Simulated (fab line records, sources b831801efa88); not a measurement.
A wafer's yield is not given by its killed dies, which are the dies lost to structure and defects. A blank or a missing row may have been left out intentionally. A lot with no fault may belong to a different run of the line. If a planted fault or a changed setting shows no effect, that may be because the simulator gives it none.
2 desks, one fault | flow sky130 | numbers are kept per desk, each desk with only its own; the story behind them comes last

AT THE METROLOGY DESK
Lot by lot, what the gauges showed, no matter which tool ran the lot: averages of those sampled wafers that carry a number. A lot is out of limits, marked OUT, if its mean lies more than 4 standard deviations from the usual mean; the brackets give that distance.
Columns: A = LI_CONTACT_W_THK at SKY_LI_CONTACT_THK_MEAS_23, usual 394 nm
lot  | first seen here | A
L917 | day 29 07:49    | 394
L918 | day 30 00:49    | 395
L922 | day 31 03:48    | 389
L923 | day 32 06:52    | 400
L924 | day 32 08:23    | 384
L925 | day 32 11:05    | 395
L926 | day 32 17:49    | 395
L930 | day 33 20:22    | 403
L931 | day 34 05:04    | 409
L932 | day 34 11:30    | 391
L935 | day 35 13:47    | 411
L936 | day 35 14:19    | 401
L937 | day 35 20:47    | 396
This desk's finding: nothing out of limits on any of the 13 lots.

THE TOOL OWNER'S DESK: plasma asher-01
The tool's own readings at SKY_LOCAL_INTERCONNECT_STRIP_15 (strips in O2/N2): means of the sampled wafers that have a number, for each lot that ran on this tool. A lot is out of limits, marked OUT, if its mean lies more than 4 standard deviations from the usual mean; the brackets give that distance.
Columns: A = chamber pressure mTorr at SKY_LOCAL_INTERCONNECT_STRIP_15, usual 1500.1 mTorr; B = drypump motor current A at SKY_LOCAL_INTERCONNECT_STRIP_15, usual 5.9 A; C = oes product au at SKY_LOCAL_INTERCONNECT_STRIP_15, usual 0.429 a.u.; D = strip time to endpoint s at SKY_LOCAL_INTERCONNECT_STRIP_15, usual 4.766 s
lot  | first seen here | A                        | B   | C     | D
L917 | day 30 12:53    | 1499.4                   | 6.0 | 0.427 | 4.787
L931 | day 35 08:39    | 1499.2                   | 6.1 | 0.432 | 4.758
L932 | day 35 14:40    | 1500.4                   | 5.6 | 0.434 | 4.752
L935 | day 36 16:45    | 1799.5 (+99 or more) OUT | 6.0 | 0.431 | 4.633 (-6.3) OUT
L937 | day 36 23:51    | 1800.8 (+99 or more) OUT | 6.0 | 0.425 | 4.610 (-7.4) OUT
This desk's finding: out of limits on L935, L937; first on L935, day 36 16:45 (chamber pressure mTorr at SKY_LOCAL_INTERCONNECT_STRIP_15). Within limits: L917, L931, L932.

TAKEN TOGETHER
An alarm could have come from the tool owner's desk at day 36 16:45, on L935, L937.
From the metrology desk's view, nothing was out of limits.
The metrology desk has L935, L937 on record, within its limits.
On plasma asher-01, each named lot ran SKY_LOCAL_INTERCONNECT_STRIP_15.

WHAT WAS PUT IN BY THE SIMULATOR
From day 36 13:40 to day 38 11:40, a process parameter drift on plasma asher-01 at SKY_LOCAL_INTERCONNECT_STRIP_15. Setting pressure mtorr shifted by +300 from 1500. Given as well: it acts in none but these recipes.
Struck lots among those shown: L935, L937.
Hours from the fault's start to each desk's first reading out of limits: the tool owner's desk, 3.
